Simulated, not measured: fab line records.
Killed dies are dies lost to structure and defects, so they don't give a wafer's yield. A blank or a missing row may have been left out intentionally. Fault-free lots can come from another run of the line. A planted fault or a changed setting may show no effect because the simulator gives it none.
Comparing a struck lot with a sound one ; flow sfq-line ; 15 steps out of a route of 325
Sound: these wafers, L670.2, L670.5, L670.6. Struck: wafer L668.6. Last of all comes the cause.
Per side, at each step with rows, come the tool, then ch with its chambers, and then its first start. Under that, the readings that differ: sound wafers ; struck wafers ; difference of the means ; sigmas: that difference in standard deviations of wafers without a fault.
alike: readings whose means differ by less than 2 such deviations, and words and numbers that are the same on both sides. not compared: withheld readings, readings that some wafer has no value for, bounds like >300 that may hide the same value, and numbers for which the record gives no deviation and whose values overlap.
The two part at a step that has a row with sigmas, a row that says differs or no value, or rows on one side only. Non-overlapping numbers with no deviation appear without sigmas and do not part them. A reading missing from all wafers of one side parts the sides only when that side holds two or more wafers.

SFQ_TRILAYER_L0_BARC_OPEN_METAL_ETCH_010: etches BARC in O2, target depth 125 nm, time 41.7 s.
  sound on rie-metal-04 ch 0,1, day 5 08:49; struck on rie-metal-01 ch 0, day 5 00:27
  alike: chamber-pressure-mTorr, drypump-motor-current-A, oes-product-au
  not compared: rf-hours-counter-h
SFQ_TRILAYER_L0_ETCH_METAL_ETCH_008: etches MoNx KI in SF6/O2, stops on SiO2, target depth 50 nm, time 25 s.
  sound on rie-metal-04 ch 0,1, day 5 08:52; struck on rie-metal-01 ch 0, day 5 00:30
  alike: chamber-pressure-mTorr, drypump-motor-current-A, oes-product-au
  not compared: rf-hours-counter-h
SFQ_TRILAYER_L0_STRIP_STRIP_009: strips in O2.
  sound on rie-metal-04 ch 0,1, day 5 08:55; struck on rie-metal-01 ch 0, day 5 00:55
  alike: chamber-pressure-mTorr, drypump-motor-current-A, oes-product-au
  not compared: rf-hours-counter-h
then, 1 step without rows for these wafers: SFQ_TRILAYER_L0_STRIP_SOLV_CLEAN_010 (cleans in NMP, time 600 s).
SFQ_TRILAYER_L0_CAP_PECVD_011: deposits SiO2 from SiH4/N2O, time 13.333 s, target thk 60 nm.
  sound on pecvd-02 ch 0,2, day 5 09:41; struck on pecvd-04 ch 1, day 5 01:18
  alike: heater-power-outer-w, heater-power-w, throttle-valve-pct
  not compared: since-wet-clean-h
then, 6 steps without rows for these wafers: SFQ_TRILAYER_L0_VIA_LITHO_COAT_018 (resist thk 62 nm); SFQ_TRILAYER_L0_VIA_LITHO_COAT_013 (resist thk 650 nm); SFQ_TRILAYER_L0_VIA_LITHO_SOFTBAKE_017; SFQ_TRILAYER_L0_VIA_LITHO_EXPOSE_014 (exposes mask L0V, target cd 700 nm); SFQ_TRILAYER_L0_VIA_LITHO_PEB_016 (peb time 60 s); SFQ_TRILAYER_L0_VIA_LITHO_DEVELOP_015 (time 60 s).
SFQ_L0V_OVL_MEAS_903:
  sound on overlay-02, day 6 12:28; struck on overlay-02, day 5 22:02
  alike: L0V_OVL
SFQ_TRILAYER_L0_VIA_BARC_OPEN_VIA_ETCH_021: etches BARC in O2, target depth 125 nm, time 41.7 s.
  sound on rie-diel-02 ch 0,1,2, day 6 12:30; struck on rie-diel-04 ch 1, day 5 22:04
reading;sound;struck;difference;sigmas
model.KrF_of_TRILAYER_L0_VIA_LITHO_COAT_013.thk-nm (nm);574.7 570.8 571.8;592.1;+19.7;
  alike: chamber-pressure-mTorr, drypump-motor-current-A, oes-product-au
  not compared: rf-hours-counter-h
SFQ_TRILAYER_L0_VIA_ETCH_VIA_ETCH_016: etches SiO2 in CHF3, stops on MoNx KI, target depth 80 nm.
  sound on rie-diel-02 ch 0,1,2, day 6 12:32; struck on rie-diel-04 ch 1, day 5 22:07
reading;sound;struck;difference;sigmas
model.KrF_of_TRILAYER_L0_VIA_LITHO_COAT_013.thk-nm (nm);560.9 557 558;578.4;+19.8;
  alike: chamber-pressure-mTorr, drypump-motor-current-A, oes-product-au
SFQ_TRILAYER_L0_VIA_STRIP_STRIP_017: strips in O2.
  sound on rie-metal-03 ch 0,1, day 6 12:35; struck on rie-metal-03 ch 1, day 5 22:32
reading;sound;struck;difference;sigmas
chamber-pressure-mTorr (mTorr);49.91 50.05 49.95;50.06;+0.09;+2
  alike: drypump-motor-current-A, oes-product-au
  not compared: rf-hours-counter-h

== WHERE THEY PART ==
SFQ_TRILAYER_L0_VIA_STRIP_STRIP_017 only, going by this record.

WHY: the cause the simulator had injected
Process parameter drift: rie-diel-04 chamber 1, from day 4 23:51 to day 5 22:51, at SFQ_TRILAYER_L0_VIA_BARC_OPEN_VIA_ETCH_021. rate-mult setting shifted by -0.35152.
